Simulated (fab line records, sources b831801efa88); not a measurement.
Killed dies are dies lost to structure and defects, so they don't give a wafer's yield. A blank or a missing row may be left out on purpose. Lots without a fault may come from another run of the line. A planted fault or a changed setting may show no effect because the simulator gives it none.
fab line records | flow sky130
record lots=13 wafers=39 last_day=50
route steps=708 shown PWDE@46 SONOS_ONO@171 SD_N@356 CONTACT@424
lots that met no fault: from a run of the same line without faults
start_h: hours from the record's first day to the start of the lot's first wafer shown | wait_h: hours since the lot's step before | " the same as in the row above | L1.1+2: a row that stands for several wafers | - no value, or no start given | * or withheld: withheld | < > ~ a bound
route shown NAME@n: a module of which the file shows steps, and the number in the route of the first | usual: mean/standard deviation of fault-free wafers | same: alike in all rows | chamber/n: place in a boat | sites: the reading at each site | _std_site: their standard deviation | _edge_site: outer sites' mean less inner sites' | radius_mm: how far each site lies from the wafer's centre | mask NAME#n: copy n | behind: the tool/chamber that last shaped the wafer | hold: why the lot was held/for how many hours/how that ended | device: the transistor (n, p or np) that didn't switch | end of line: the same wafers' tests at the end of the route | a step without rows: its recipe alone | killed: dies lost to structure and defects at the first sort, not the wafer's yield | map: a wafer's dies, x killed, . not, _ none there
set.NAME: the setting as run; set.NAME@STEP: as run at that earlier step | model.NAME: the simulator's own value behind a step, which no gauge read
steps of the route over a sample of lots; a table a step, a row a wafer
services: from which hour (start_h, from the record's first day; less than 0 if before it) a tool's chamber was out of use, for how many hours, and why
## steps
# step SKY_PWDE_HMDS_01
# recipe prime_time_s=60 prime_temp_c=120
# usual prime_temp_c=120.02/0.13
# columns lot.wafer tool chamber start_h wait_h prime_temp_c
L388.1 litho_track-04 0 60.09 0.1 120.10
L388.2 " 0 " " 120.09
L388.4 " 0 " " 120.16
L389.1 litho_track-03 0 67.46 0.1 120.19
L389.3 " 0 " " 120.14
L389.5 " 0 " " 119.92
L390.1 litho_track-03 0 74.16 0.1 119.95
L390.2 " 0 " " 120.15
L390.6 " 0 " " 120.11
L391.1 litho_track-04 0 74.54 0.1 120.06
L391.3 " 0 " " 120.12
L391.6 " 0 " " 119.97
L393.1 litho_track-01 0 106.78 0.1 120.18
L393.4 " 0 " " 120.21
L393.6 " 0 " " 120.14
L394.3 litho_track-03 0 107.26 0.1 119.86
L394.4 " 0 " " 119.91
L394.5 " 0 " " 119.95
L402.1 litho_track-03 0 152.61 0.1 113.78
L402.2 " 0 " " 113.88
L402.6 " 0 " " 114.01
L404.3 litho_track-03 0 157.51 0.1 113.80
L404.4 " 0 " " 113.89
L404.5 " 0 " " 113.88
L403.1 litho_track-04 0 158.09 0.1 120.11
L403.2 " 0 " " 120.14
L403.4 " 0 " " 120.22
L405.2 litho_track-01 0 166.86 0.1 120.16
L405.3 " 0 " " 120.16
L405.5 " 0 " " 120.00
L406.2 litho_track-01 0 167.51 0.1 119.85
L406.3 " 0 " " 119.92
L406.4 " 0 " " 119.72
L409.2 litho_track-01 0 180.46 0.1 119.71
L409.3 " 0 " " 119.89
L409.5 " 0 " " 119.94
L411.1 litho_track-04 0 189.74 0.1 119.93
L411.4 " 0 " " 119.86
L411.5 " 0 " " 119.89
# step SKY_SONOS_ONO_THK_MEAS_03
# recipe reads=Si3N4_of_SONOS_ONO_CVD_02
# usual SONOS_ONO_CVD_02_THK=10.51/0.14
# columns lot.wafer tool chamber start_h wait_h SONOS_ONO_CVD_02_THK[nm]
L388.1 film_metro-01 - 247.30 0.0 10.71
L388.2 " - " " 10.51
L388.4 " - " " 10.55
L389.1 film_metro-04 - 262.03 0.0 10.27
L389.3 " - " " 10.44
L389.5 " - " " 10.50
L390.1 film_metro-04 - 270.38 0.0 10.30
L390.2 " - " " 10.51
L390.6 " - " " 10.51
L391.1 film_metro-01 - 272.63 0.0 10.37
L391.3 " - " " 10.38
L391.6 " - " " 10.19
L393.1 film_metro-04 - 320.74 0.0 10.72
L393.4 " - " " 10.63
L393.6 " - " " 10.73
L394.3 film_metro-01 - 320.76 0.0 10.68
L394.4 " - " " 10.56
L394.5 " - " " 10.50
L402.1 film_metro-01 - 390.94 0.0 10.62
L402.2 " - " " 10.75
L402.6 " - " " 10.83
L403.1 film_metro-04 - 396.47 0.0 10.34
L403.2 " - " " 10.44
L403.4 " - " " 10.34
L404.3 film_metro-03 - 396.49 0.0 10.45
L404.4 " - " " 10.50
L404.5 " - " " 10.59
L405.2 film_metro-04 - 410.95 0.0 10.52
L405.3 " - " " 10.42
L405.5 " - " " 10.50
L406.2 film_metro-03 - 410.95 0.0 10.57
L406.3 " - " " 10.75
L406.4 " - " " 10.59
L409.2 film_metro-01 - 430.28 0.0 10.66
L409.3 " - " " 10.65
L409.5 " - " " 10.41
L411.1 film_metro-04 - 439.86 0.0 10.25
L411.4 " - " " 10.33
L411.5 " - " " 10.43
# step SKY_SD_N_RTA_14
# recipe temp_c=1075 time_s=2 idle_temp_c=650 ramp_up_c_per_s=150 ramp_down_c_per_s=90 ambient=N2
# usual lamp_power_pct=15.74/0.058 ramp_up_c_per_s=150.00/0.03 wafer_temp_C_max=1078.0/1.1
# columns lot.wafer tool chamber start_h wait_h lamp_power_pct ramp_up_c_per_s wafer_temp_C_max
L389.1 rtp_anneal-01 0 657.11 0.0 15.76 149.93 1079.2
L389.3 " 0 " " 15.75 149.94 1079.0
L389.5 " 0 " " 15.81 150.01 1079.2
L388.1 rtp_anneal-02 0 658.47 0.0 15.71 149.99 1077.7
L388.2 " 0 " " 15.75 150.00 1077.9
L388.4 " 0 " " 15.71 149.99 1077.2
L390.1 rtp_anneal-01 0 666.75 0.0 15.64 150.00 1077.8
L390.2 " 0 " " 15.65 149.99 1077.1
L390.6 " 0 " " 15.66 150.01 1078.2
L391.1 rtp_anneal-02 0 668.63 0.0 15.69 149.98 1079.8
L391.3 " 0 " " 15.66 149.95 1078.9
L391.6 " 0 " " 15.79 150.02 1077.9
L393.1 rtp_anneal-02 0 717.76 0.0 15.86 150.00 1078.2
L393.4 " 0 " " 15.71 150.04 1080.2
L393.6 " 0 " " 15.75 150.02 1079.1
L394.3 rtp_anneal-02 0 722.19 0.0 15.72 150.03 1077.8
L394.4 " 0 " " 15.61 150.06 1078.6
L394.5 " 0 " " 15.63 150.05 1076.7
L402.1 rtp_anneal-01 0 786.41 0.0 15.71 150.00 1077.3
L402.2 " 0 " " 15.76 150.00 1076.4
L402.6 " 0 " " 15.70 149.99 1078.8
L404.3 rtp_anneal-02 0 791.53 0.0 15.81 149.98 1079.9
L404.4 " 0 " " 15.72 149.99 1078.4
L404.5 " 0 " " 15.74 149.97 1077.9
L403.1 rtp_anneal-01 0 793.55 0.0 15.75 150.01 1078.6
L403.2 " 0 " " 15.84 150.01 1077.8
L403.4 " 0 " " 15.79 150.00 1077.3
L406.2 rtp_anneal-02 0 800.58 0.0 15.72 150.03 1076.5
L406.3 " 0 " " 15.85 149.98 1075.5
L406.4 " 0 " " 15.65 149.98 1078.0
L405.2 rtp_anneal-01 0 802.33 0.0 15.73 149.95 1077.1
L405.3 " 0 " " 15.72 149.99 1077.7
L405.5 " 0 " " 15.69 150.02 1078.3
L409.2 rtp_anneal-01 0 820.81 0.0 15.73 149.99 1078.7
L409.3 " 0 " " 15.67 149.99 1076.8
L409.5 " 0 " " 15.88 149.97 1077.4
L411.1 rtp_anneal-02 0 829.52 0.0 15.71 149.95 1075.8
L411.4 " 0 " " 15.68 149.97 1076.8
L411.5 " 0 " " 15.85 149.99 1077.0
# step SKY_CONTACT_ETCH_18
# recipe target=Si3N4 chemistry=CHF3/O2 stop_on=TiN source_w=600 bias_w=200 pressure_mtorr=40 chf3_flow_sccm=50 O2_flow_sccm=5 time_s=39 target_depth_a=750
# usual drypump_motor_current_A=5.8/0.4 oes_product_au=0.855/0.0084 throttle_valve_pct=8.793/0.0086
# columns lot.wafer tool chamber start_h wait_h drypump_motor_current_A oes_product_au rf_hours_counter_h throttle_valve_pct
L389.1 rie_diel-02 1 - - 6.2 0.836 6 8.789
L389.3 " 2 " " 6.1 0.842 5 8.791
L389.5 " 3 " " 6.2 0.859 - 8.790
L388.1 rie_diel-03 3 - - 5.8 0.846 6 8.794
L388.2 " 1 " " 5.1 0.839 10 8.783
L388.4 " 2 " " 5.8 0.845 2 8.782
L390.1 rie_diel-03 3 - - 5.8 0.844 7 8.791
L390.2 " 2 " " 5.7 0.838 2 8.790
L390.6 " 2 " " 5.8 0.853 - 8.792
L391.1 rie_diel-01 0 - - 5.4 0.842 9 8.798
L391.3 " 3 " " 6.2 0.839 3 8.787
L391.6 " 1 " " 6.3 0.865 - 8.784
L393.1 rie_diel-02 0 - - 5.3 0.863 0 8.790
L393.4 " 1 " " 6.1 0.876 9 8.803
L393.6 " 3 " " 6.2 0.863 - 8.794
L394.3 rie_diel-02 1 - - 6.2 0.856 9 8.796
L394.4 " 0 " " 5.4 0.857 0 8.798
L394.5 " 0 " " 5.3 0.862 - 8.802
L402.1 rie_diel-03 1 - - 5.1 0.860 14 8.796
L402.2 " 2 " " 5.8 0.859 6 8.805
L402.6 " 1 " " 5.1 0.876 - 8.805
L404.3 rie_diel-02 3 - - 6.1 0.849 18 8.802
L404.4 " 2 " " 6.1 0.851 11 8.792
L404.5 " 3 " " 6.2 0.856 - 8.782
L403.1 rie_diel-03 0 - - 5.2 0.848 9 8.810
L403.2 " 2 " " 5.8 0.860 6 8.804
L403.4 " 1 " " 5.1 0.851 14 8.791
L406.2 rie_diel-01 2 - - 5.8 0.842 13 8.784
L406.3 " 3 " " 6.2 0.853 5 8.796
L406.4 " 0 " " 5.4 0.850 11 8.792
L405.2 rie_diel-01 3 - - 6.2 0.852 5 8.775
L405.3 " 0 " " 5.4 0.855 11 8.786
L405.5 " 3 " " 6.2 0.858 - 8.792
L409.2 rie_diel-02 2 - - 6.1 0.843 12 8.801
L409.3 " 1 " " 6.2 0.838 13 8.785
L409.5 " 2 " " 6.1 0.850 - 8.767
L411.1 rie_diel-02 1 - - 6.1 0.859 13 8.798
L411.4 " 2 " " 6.1 0.867 12 8.789
L411.5 " 0 " " 5.3 0.863 - 8.794
## services
# columns tool chamber start_h hours kind
rtp_anneal-02 - 44.10 1.3 repair
rie_diel-02 3 59.20 12.2 repair
rie_diel-02 3 99.58 1.8 repair
rie_diel-02 2 119.73 4.2 repair
rie_diel-03 0 131.64 6.9 repair
rie_diel-03 3 168.38 22.3 repair
rie_diel-03 0 190.38 19.2 repair
rie_diel-02 - 252.50 3.7 repair
rie_diel-02 0 317.39 6.9 repair
rie_diel-03 3 364.49 15.7 repair
rie_diel-02 - 371.18 4.3 pm
rie_diel-03 1 394.21 4.1 repair
rtp_anneal-01 - 418.12 5.6 pm
rie_diel-03 - 420.62 2.8 pm
rie_diel-02 2 466.10 14.7 repair
rie_diel-03 2 474.47 3.4 repair
rtp_anneal-02 - 557.64 1.0 repair
rtp_anneal-02 - 616.37 3.8 pm
rie_diel-02 0 640.66 4.0 repair
rie_diel-02 - 706.38 3.3 repair
rie_diel-02 0 729.74 1.8 repair
rie_diel-02 - 735.44 2.8 pm
rie_diel-02 0 740.23 40.9 repair
rtp_anneal-01 - 863.63 8.1 pm
## key
first_sign step=SKY_PWDE_HMDS_01 reading=prime_temp_c direction=down sigmas=46 usual=* struck=*
effect none on later readings
met_at SKY_PWDE_HMDS_01
struck_lots L402,L404
tester_left_out L402,L404
not_acting_at SKY_SONOS_ONO_THK_MEAS_03,SKY_SD_N_RTA_14,SKY_CONTACT_ETCH_18
onset_between 107.26 152.61
fault kind=process_parameter_drift tool=litho_track-03 chamber=- onset_h=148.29 steps=SKY_PWDE_HMDS_01 channel=prime_temp_c offset=* shape=step end_h=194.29 acts_in=* stated=*
# tester_left_out: of these lots the tester's yield and bins aren't shown, on N5 and GAA mostly nor the transistor test; their killed dies are dies lost to structure and defects alone, not to doping, threshold or leakage, so they don't give the yield
